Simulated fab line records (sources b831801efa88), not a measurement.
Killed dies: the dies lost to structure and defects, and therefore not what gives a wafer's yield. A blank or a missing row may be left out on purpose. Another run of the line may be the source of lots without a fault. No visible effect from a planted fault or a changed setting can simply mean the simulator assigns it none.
A lot that was struck, set against a sound lot -- flow sky130 -- 14 out of 708 route steps
Sound: wafers L313.3, L313.5, L313.6. Struck: wafers L323.1, L323.2, L323.5. The cause is named last.
Order at every step that has rows: each side's tool, ch and its chambers, its first start. Under that, the readings that differ: sound wafers -- struck wafers -- difference of the means -- sigmas: that difference in standard deviations of wafers without a fault.
alike: words and numbers the same on both sides, and readings whose means are apart by under 2 such deviations; not compared: readings that were withheld, readings missing a value for some wafer, numbers with overlapping values and no deviation given by the record, and bounds like >300 which may hide the same value.
A row with sigmas, a row that says differs or no value, or rows on one side alone: a step with any of these is where the two part. When numbers do not overlap yet have no deviation, they are printed without sigmas and do not part them. Lack of a reading on every wafer of one side parts them only where that side has two or more wafers.

first, 6 steps without rows for these wafers: SKY_RES_XHIGH_COAT_02 (resist thk 1140 nm); SKY_RES_XHIGH_SOFTBAKE_03 (time 60 s); SKY_RES_XHIGH_EXPOSE_04 (exposes mask URPM, target cd 1270 nm); SKY_RES_XHIGH_PEB_05; SKY_RES_XHIGH_DEVELOP_06 (develop time 60 s); SKY_RES_XHIGH_IMPLANT_07.
SKY_RES_XHIGH_STRIP_08: strips in O2/N2.
  sound on plasma_asher-04 ch 0,1, day 26 14:18; struck on plasma_asher-02 ch 0,1, day 30 21:53
  alike: drypump_motor_current_A, oes_product_au, strip_time_to_endpoint_s
  not compared: rf_hours_counter_h
SKY_RES_XHIGH_TW_MEAS_09:
  sound: film_metro-04 at day 26 14:23; struck: film_metro-02 at day 30 21:59
  alike: RES_XHIGH_TW
then, 4 steps without rows for these wafers: SKY_SD_N_DEHYDRATE_00 (time 60 s); SKY_SD_N_HMDS_01 (prime time 60 s); SKY_SD_N_COAT_02 (resist thk 1140 nm); SKY_SD_N_SOFTBAKE_03 (time 60 s).
SKY_SD_N_EXPOSE_04: exposes mask NSDM, target cd 380 nm.
  struck on iline_stepper-02, day 31 11:38; sound on iline_stepper-01 ch 0, day 27 05:20
  no value came back on the struck wafers for exposure_dose_mJ_cm2, focus_offset_nm (nm); on the sound wafers exposure_dose_mJ_cm2 reads 140.70 140.80 140.88
  alike: mask
next, for these wafers, 1 step has no rows: SKY_SD_N_PEB_05.

== WHERE THEY PART ==
Only at SKY_SD_N_EXPOSE_04, as far as this record shows.

WHY: whatever the simulator had introduced
Beginning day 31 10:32, the whole step at SKY_SD_N_EXPOSE_04 was skipped on iline_stepper-02. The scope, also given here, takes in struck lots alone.
